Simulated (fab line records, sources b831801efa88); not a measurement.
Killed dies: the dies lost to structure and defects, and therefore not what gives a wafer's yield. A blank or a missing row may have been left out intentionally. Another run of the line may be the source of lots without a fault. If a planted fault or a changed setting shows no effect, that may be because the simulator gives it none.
Problem report in the 8D (eight disciplines) form, filled by code ; flow sfq line ; the parts of the form that need people (team, actions taken, sign-off) are left out

## 1. WHAT IS WRONG
bias w at SFQ_TRILAYER_M2_ETCH_METAL_ETCH_060 reads a mean of 66.78 W on 4 wafers of 2 lots; wafers without a fault read 80.00 W with a standard deviation of 0.22. That puts it -60 standard deviations away from the usual mean.
The step: etches Nb in Cl2/Ar, stops on SiO2, target depth 240 nm, time 120 s.
Seen first at day 39 18:56 on rie metal-03, wafer L643.1. Wafers with a number at this step in the record: 18, from 6 lots. By rule, "out" or "out of limits" means more than 4 standard deviations away from the usual mean. Any other wafer with a number is counted as sound.

## 2. WHAT IT IS; WHAT IT IS NOT
question;is;is not
which readings at this step;bias w;drypump motor current A, oes product au
which lots;L643, L645;L634, L637, L650, L655
which wafers of those lots;L643.1, L643.6, L645.2, L645.5;L643.2, L645.6
read on which tools;rie metal-03;rie metal-01, rie metal-02
when;from day 39 18:56;"up to then (7 sound wafers); but 7 sound wafers of L645, L650, L655 came after"

## 3. SUSPECTS, AND WHAT RULES EACH OUT
Counting: any tool at a process step up to the reading remains a suspect provided it ran every lot that is out. Sound lots after the first of them don't rule it out here, since some wafers of a struck lot are sound.
- pvd sputter-06 at SFQ_TRILAYER_M2_DEP_SPUTTER_055 (material Nb, target thk 200 nm, time 133.3 s): kept. It ran every lot that is out, first L643 (day 33 12:51).
- rie metal-03 at SFQ_TRILAYER_M2_BARC_OPEN_METAL_ETCH_077 (etches BARC in O2, target depth 125 nm, time 41.7 s): kept. Every lot that is out went through it, the first being L643 (day 39 18:52); the last sound lot it ran before that was L637 (day 37 13:28).
- rie metal-03 at SFQ_TRILAYER_M2_ETCH_METAL_ETCH_060 (etches Nb in Cl2/Ar, stops on SiO2, target depth 240 nm, time 120 s): kept. Every lot that is out went through it, the first being L643 (day 39 18:56); the last sound lot it ran before that was L637 (day 37 13:33). Its own readings are out on those wafers: bias w.
- Within rie metal-03 at SFQ_TRILAYER_M2_BARC_OPEN_METAL_ETCH_077: the wafers that are out ran in chamber 0; their sound lot-mates ran in chamber 1.
- Within rie metal-03 at SFQ_TRILAYER_M2_ETCH_METAL_ETCH_060: the wafers that are out ran in chamber 0; their sound lot-mates ran in chamber 1.
Left after counting: pvd sputter-06 at SFQ_TRILAYER_M2_DEP_SPUTTER_055, rie metal-03 at SFQ_TRILAYER_M2_BARC_OPEN_METAL_ETCH_077, rie metal-03 at SFQ_TRILAYER_M2_ETCH_METAL_ETCH_060.

## 4. THE CAUSE (what the simulator had put in)
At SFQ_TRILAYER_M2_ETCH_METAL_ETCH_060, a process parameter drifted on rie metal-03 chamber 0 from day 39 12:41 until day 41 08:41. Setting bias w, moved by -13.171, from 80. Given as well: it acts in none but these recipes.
Of the 3 suspects that counting leaves, this tool is one.

## 5. THE EFFECT CHAIN, in route order
Rows list readings where the struck wafers' mean (over those with a number) sits beyond 3 standard deviations from the usual. Scope: only readings with a usual standard deviation given in the record; hours: median across lots of the time from each lot's start at the first step in this table that gives one to its start at this step; sigmas: change in usual standard deviations.
hours;step;reading;usual;on struck wafers;change;sigmas
0;SFQ_TRILAYER_M2_ETCH_METAL_ETCH_060;bias w;80.00 W;66.78;-13.22;-60
It contains these process steps:
- SFQ_TRILAYER_M2_ETCH_METAL_ETCH_060: etches Nb in Cl2/Ar, stops on SiO2, target depth 240 nm, time 120 s.

## 6. HOW IT WOULD HAVE BEEN CAUGHT EARLIER
6 hours passed between the start of the fault at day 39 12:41 and the first reading out of limits in this record, taken at day 39 18:56.
